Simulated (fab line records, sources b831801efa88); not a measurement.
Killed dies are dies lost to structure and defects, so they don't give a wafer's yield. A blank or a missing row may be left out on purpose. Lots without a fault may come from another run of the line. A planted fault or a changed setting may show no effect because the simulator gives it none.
Which tool did it? | flow gf180mcu | 12 lots, 36 wafers sampled, at 3 steps of a route of 602

WHAT THE GAUGES READ, wafer by wafer
GF_PSD_RS_MEAS_14: measures by four-point-probe.
lot  | measured     | on            | NSD_RS (ohm/sq)
L484 | day 14 08:53 | film_metro-04 | 46.21 46.14 46.11
L485 | day 14 19:29 | film_metro-03 | 46.01 46.23 46.08
L486 | day 15 01:22 | film_metro-03 | 46.02 46.06 46.07
L488 | day 15 19:17 | film_metro-03 | 46.09 46.16 46.12
L489 | day 16 00:29 | film_metro-01 | 46.14 46.14 46.14
L493 | day 17 11:02 | film_metro-01 | 46.26 46.05 46.20
L494 | day 17 21:18 | film_metro-03 | 46.03 47.28 46.07 46.03 47.35 46.06
L495 | day 18 04:17 | film_metro-01 | 46.07 47.27 47.29 46.11 47.25 47.23
L504 | day 21 09:09 | film_metro-01 | 46.11 45.98 46.00
L505 | day 21 11:00 | film_metro-03 | 46.00 46.17 46.17
L506 | day 21 19:25 | film_metro-04 | 46.21 46.17 46.19
L507 | day 22 13:35 | film_metro-01 | 46.12 46.19 46.11

GF_PSD_RS_MEAS_15: measures by four-point-probe.
lot  | measured     | on            | PSD_RS (ohm/sq)
L484 | day 14 09:01 | film_metro-04 | 108.69 108.56 108.63
L485 | day 14 19:37 | film_metro-03 | 108.67 108.60 108.45
L486 | day 15 01:29 | film_metro-03 | 107.98 108.20 108.55
L488 | day 15 19:24 | film_metro-03 | 108.79 108.88 108.76
L489 | day 16 00:36 | film_metro-01 | 108.64 108.62 108.41
L493 | day 17 11:09 | film_metro-01 | 108.84 108.51 108.58
L494 | day 18 05:01 | film_metro-03 | 108.65 111.79 108.56 108.61 111.81 108.48
L495 | day 18 07:50 | film_metro-01 | 108.37 111.41 111.40 108.25 111.40 111.66
L504 | day 21 09:16 | film_metro-01 | 108.05 108.16 108.26
L505 | day 21 11:07 | film_metro-03 | 108.35 108.43 108.49
L506 | day 21 19:32 | film_metro-04 | 108.21 108.41 108.35
L507 | day 22 13:43 | film_metro-01 | 108.69 108.65 108.51

WHICH TOOL RAN EACH LOT (tool, then ch and the chambers of the sampled wafers, then the start)
lot  | GF_PSD_RTA_13
L484 | rtp_anneal-02 ch 0, day 14 08:48
L485 | rtp_anneal-01 ch 0, day 14 19:24
L486 | rtp_anneal-02 ch 0, day 15 01:17
L488 | rtp_anneal-01 ch 0, day 15 19:11
L489 | rtp_anneal-01 ch 0, day 16 00:24
L493 | rtp_anneal-02 ch 0, day 17 10:56
L494 | rtp_anneal-02 ch 0, day 17 21:13
L495 | rtp_anneal-02 ch 0, day 18 04:12
L504 | rtp_anneal-02 ch 0, day 21 09:04
L505 | rtp_anneal-01 ch 0, day 21 10:55
L506 | rtp_anneal-01 ch 0, day 21 19:20
L507 | rtp_anneal-01 ch 0, day 22 13:30
- GF_PSD_RTA_13: time 20 s.

WHAT THE TOOLS THEMSELVES READ (means of the sampled wafers that have a number; where no wafer has one, the mark that the record gives instead)
GF_PSD_RTA_13.
lot  | tool          | lamp_power_pct (%) | run_length_s (s) | wafer_temp_C_max
L484 | rtp_anneal-02 | 32.9               | 48.78            | 1030.1
L485 | rtp_anneal-01 | 34.3               | 48.64            | 1027.9
L486 | rtp_anneal-02 | 32.9               | 48.99            | 1029.8
L488 | rtp_anneal-01 | 34.2               | 48.61            | 1027.0
L489 | rtp_anneal-01 | 34.3               | 48.85            | 1028.9
L493 | rtp_anneal-02 | 32.9               | 48.81            | 1030.1
L494 | rtp_anneal-02 | 32.9               | 47.18            | 1029.8
L495 | rtp_anneal-02 | 32.9               | 45.84            | 1030.3
L504 | rtp_anneal-02 | 32.9               | 49.02            | 1029.6
L505 | rtp_anneal-01 | 34.2               | 48.65            | 1027.7
L506 | rtp_anneal-01 | 34.2               | 48.68            | 1028.1
L507 | rtp_anneal-01 | 34.2               | 48.78            | 1027.0

THE ANSWER, worked out from the rows above alone
Rule: what is usual is taken from the lots themselves. Put in order of their means at a reading, lots are off if they are a third of the lots or fewer, leave a main group of 4 or more, and stand apart from it by a gap of 3 or more times the standard deviation of the main group's means; of several such gaps the widest counts. A main group whose means are all the same, to the digits that the tables above print for the reading, isn't used. A lot without any number at a reading at which 4 lots or more have one is off too. The other lots that the step has rows for count as sound. The gauges are gone through in route order, then the tools' own readings, and for those a lot's mean is taken as printed above. The first step at which some lot is off is used, and at that step the reading that is off furthest; a lot without a number counts as furthest.
Off: L494, L495, at GF_PSD_RS_MEAS_14 (NSD_RS). The main group: mean 46.12 ohm/sq, standard deviation 0.047.
A tool fits if, at a process step before that reading, it ran every lot that is off, and no sound lot after the first of them. The gauges at GF_PSD_RS_MEAS_14 aren't tried: what is off there is off at GF_PSD_RTA_13 too, on other tools, and a gauge's error can't cause that. None of those tried fits.

WHAT THE SIMULATOR HAD PUT IN
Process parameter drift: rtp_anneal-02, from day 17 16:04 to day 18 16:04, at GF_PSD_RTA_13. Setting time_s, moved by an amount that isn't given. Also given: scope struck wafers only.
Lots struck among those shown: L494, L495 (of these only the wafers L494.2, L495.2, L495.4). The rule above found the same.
